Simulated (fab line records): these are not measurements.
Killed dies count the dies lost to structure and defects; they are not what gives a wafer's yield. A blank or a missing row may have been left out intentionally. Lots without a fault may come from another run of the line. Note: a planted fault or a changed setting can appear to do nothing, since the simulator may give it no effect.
Struck lot and sound lot, side by side | flow gf180mcu | 15 out of 602 route steps
Sound: these wafers, L573.2, L573.4, L573.5. Struck: wafer L583.2 (L583.3, L583.5, from the same lot, were not struck and are left out); the cause is given at the end.
Each step with rows lists, per side, the tool, then ch with its chambers, then its first start. Under that, the readings that differ: sound wafers | struck wafers | difference of the means | sigmas: that difference in standard deviations of wafers without a fault.
alike: words and numbers the same on both sides, and readings whose means are apart by under 2 such deviations; not compared: readings that were withheld, readings missing a value for some wafer, numbers with overlapping values and no deviation given by the record, and bounds like >300 which may hide the same value.
The two part at a step that has a row with sigmas, a row that says differs or no value, or rows on one side only. Numbers that don't overlap but have no deviation are shown without sigmas and don't part them. A reading that every wafer of one side lacks parts them only if that side has two wafers or more.

first, 6 steps without rows for these wafers: GF_V3_ETCH_16 (etches BARC in N2/H2); GF_V3_ETCH_17 (etches SiO2 in C4F8/O2/Ar, stops on TiN, target depth 635 nm); GF_V3_STRIP_18 (strips in O2/N2); GF_V3_STRIP_19 (strips in post etch residue remover, time 1200 s); GF_V3_CLEAN_20 (cleans in DIW); GF_V3_SPUTTER_21 (material Ti, target thk 15 nm, time 80.02 s).
GF_V3_SPUTTER_22: material TiN, target thk 10 nm, time 40 s.
  sound: pvd-sputter-02 at day 23 01:26; struck: pvd-sputter-01 at day 26 21:41
  reading                | sound          | struck | difference | sigmas
  throttle-valve-pct (%) | 32.2 30.5 32.0 | 29.7   | -1.9       | -2
GF_V3_CVD_23: deposits W, target thk 350 nm, time 104.9 s.
  sound on cvd-w-01 ch 0, day 23 01:29; struck on cvd-w-01 ch 0, day 26 21:44
  alike: heater-power-w
GF_V3_RS_MEAS_24: measures by four-point-probe.
  sound: film-metro-04 at day 23 01:37; struck: film-metro-04 at day 26 21:52
  alike: V3_W_RS
GF_V3_THK_MEAS_25: measures by xrf.
  sound: film-metro-04 at day 23 01:43; struck: film-metro-04 at day 26 21:58
  alike: V3_W_THK
GF_V3_CMP_26: polishes, stops on SiO2, t overpolish 15 s, target thk 0 nm.
  sound on cmp-01 ch 0,1,3, day 23 01:46; struck on cmp-02 ch 0, day 26 22:01
  alike: motor-current-A, overpolish-run-s, retaining-ring-pressure-frac, time-to-endpoint-s
GF_M4_SPUTTER_00: material Ti, target thk 37.5 nm, time 150 s.
  sound: pvd-sputter-03 at day 23 02:04; struck: pvd-sputter-04 at day 26 22:19
  alike: throttle-valve-pct
GF_M4_SPUTTER_01: material TiN, target thk 30 nm, time 25 s.
  sound: pvd-sputter-03 at day 23 02:10; struck: pvd-sputter-04 at day 26 22:25
  reading                                | sound             | struck | difference | sigmas
  model.TiN_of_M4_SPUTTER_01.thk-nm (nm) | 30.01 29.93 30.24 | 33.31  | +3.25      |
  alike: throttle-valve-pct
GF_M4_SPUTTER_02: material AlCu, target thk 450 nm, time 23.9 s.
  sound: pvd-sputter-03 at day 23 02:12; struck: pvd-sputter-04 at day 26 22:27
  alike: throttle-valve-pct
then, 1 step without rows for these wafers: GF_PASSIVATION_PROBE_99.

## WHERE THEY PART
Only at GF_V3_SPUTTER_22, as far as this record shows. Later steps at which nothing parts them and some readings are alike: GF_V3_CVD_23, GF_V3_RS_MEAS_24, GF_V3_THK_MEAS_25, GF_V3_CMP_26, GF_M4_SPUTTER_00, GF_M4_SPUTTER_01, GF_M4_SPUTTER_02.

WHY: what the simulator had put in
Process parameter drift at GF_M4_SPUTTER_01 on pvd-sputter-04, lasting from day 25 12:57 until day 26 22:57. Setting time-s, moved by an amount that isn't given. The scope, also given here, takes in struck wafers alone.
